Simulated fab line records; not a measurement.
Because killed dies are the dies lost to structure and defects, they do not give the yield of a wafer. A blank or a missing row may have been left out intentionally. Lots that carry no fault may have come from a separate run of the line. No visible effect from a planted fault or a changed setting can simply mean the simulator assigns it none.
Struck lot and sound lot, side by side ; flow sky130 ; 18 steps out of a route of 708
Sound: wafers L739.1, L739.2, L739.6. Struck: wafer L748.6; the same lot's L748.2 was not struck, so it is left out; see the end for the cause.
For every step that has rows: the tool of each side, followed by ch and its chambers, followed by its first start. Under that, the readings that differ: sound wafers ; struck wafers ; difference of the means ; sigmas: that difference in standard deviations of wafers without a fault.
alike: readings with means less than 2 such deviations apart, plus words and numbers identical on both sides. not compared: withheld readings, readings lacking a value on some wafer, bounds such as >300 that could conceal the same value, and numbers that have no deviation in the record and whose values overlap.
A row with sigmas, a row that says differs or no value, or rows on one side alone: a step with any of these is where the two part. Numbers that don't overlap but have no deviation are shown without sigmas and don't part them. Lack of a reading on every wafer of one side parts them only where that side has two or more wafers.

first, 2 steps without rows for these wafers: SKY_CONTACT_PEB_12; SKY_CONTACT_DEVELOP_13 (develop time 60 s).
SKY_CONTACT_CD_MEAS_14 targets a cd of 170 nm.
  sound on cd-sem-02, day 32 22:38; struck on cd-sem-01, day 35 15:42
  alike: cd-nm
SKY_CONTACT_OVL_MEAS_15:
  sound on overlay-01, day 32 22:46; struck on overlay-02, day 35 15:48
reading;sound;struck;difference;sigmas
CONTACT_OVL (nm);4 0 -2;13;+12;+2
SKY_CONTACT_ETCH_16: etches BARC in N2/H2, stops on SiO2, time 45.9 s, target depth 60 nm.
  sound on rie-diel-01 ch 0,2,3, day 32 22:48; struck on rie-diel-01 ch 1, day 35 15:50
  alike: chamber-pressure-mTorr, drypump-motor-current-A, oes-product-au, throttle-valve-pct
  not compared: rf-hours-counter-h
SKY_CONTACT_ETCH_17: etches SiO2 in C4F8/O2/Ar, stops on Si3N4, target depth 340 nm.
  sound on rie-diel-01 ch 0,2,3, day 32 22:50; struck on rie-diel-01 ch 1, day 35 15:53
  alike: chamber-pressure-mTorr, oes-product-au
SKY_CONTACT_ETCH_18: etches Si3N4 in CHF3/O2, stops on TiN, time 39 s, target depth 75 nm.
  sound on rie-diel-01 ch 0,2,3; struck on rie-diel-01 ch 1
reading;sound;struck;difference;sigmas
throttle-valve-pct (%);8.798 8.804 8.804;8.780;-0.022;-2
  alike: chamber-pressure-mTorr, drypump-motor-current-A, oes-product-au
  not compared: rf-hours-counter-h
SKY_CONTACT_STRIP_19: strips in O2/N2.
  sound on plasma-asher-01 ch 0,1, day 32 22:56; struck on plasma-asher-03 ch 0, day 35 15:58
  alike: chamber-pressure-mTorr, drypump-motor-current-A, oes-product-au, strip-time-to-endpoint-s
  not compared: rf-hours-counter-h
then, 4 steps without rows for these wafers: SKY_CONTACT_STRIP_20 (strips in post etch residue remover, time 1200 s); SKY_CONTACT_CLEAN_21 (cleans in IPA, time 180 s); SKY_CONTACT_CLEAN_22 (cleans in O3/DIW); SKY_CONTACT_SPUTTER_23 (material TiN, target thk 20 nm, time 80 s).
SKY_CONTACT_CVD_24: deposits W, target thk 340 nm, time 102.12 s.
  sound on cvd-w-02 ch 0,1, day 32 23:38; struck on cvd-w-02 ch 1, day 35 16:37
reading;sound;struck;difference;sigmas
model.W_of_CONTACT_CVD_24.thk-nm (nm);330.3 341 341.2;450.5;+113.0;
  alike: heater-power-w
SKY_CONTACT_RS_MEAS_25: measures by four-point-probe.
  sound on film-metro-03, day 32 23:44; struck on film-metro-02, day 35 17:02
reading;sound;struck;difference;sigmas
CONTACT_W_RS (ohm/sq);0.348 0.337 0.337;0.253;-0.088;-19
  not compared: hold
SKY_CONTACT_THK_MEAS_26: measures by xrf.
  sound on film-metro-03, day 32 23:52; struck on film-metro-02, day 36 00:12
reading;sound;struck;difference;sigmas
CONTACT_W_THK (nm);331 341 340;450;+113;+24
  not compared: hold
SKY_CONTACT_CMP_27: polishes, stops on SiO2, t overpolish 15 s, target thk 0 nm.
  sound on cmp-01 ch 0,2,3, day 33 00:01; struck on cmp-02 ch 3, day 36 01:28
reading;sound;struck;difference;sigmas
hold;- - -;await-dispo/1.1h/release;no value on the sound wafers;
time-to-endpoint-s (s);79 77 76;112;+35;+10
  alike: edge-zone-pressure-frac, motor-current-A
SKY_METAL1_SPUTTER_00: material Ti, target thk 15 nm, time 10 s.
  sound on pvd-sputter-04, day 33 00:13; struck on pvd-sputter-02, day 36 01:40
  alike: throttle-valve-pct
then, 1 step without rows for these wafers: SKY_PAD_OPEN_PROBE_99.

## WHERE THEY PART
Earliest at SKY_CONTACT_OVL_MEAS_15; latest, in this record, at SKY_CONTACT_CMP_27. Later steps at which nothing parts them and some readings are alike: SKY_METAL1_SPUTTER_00.

WHY: the cause the simulator had injected
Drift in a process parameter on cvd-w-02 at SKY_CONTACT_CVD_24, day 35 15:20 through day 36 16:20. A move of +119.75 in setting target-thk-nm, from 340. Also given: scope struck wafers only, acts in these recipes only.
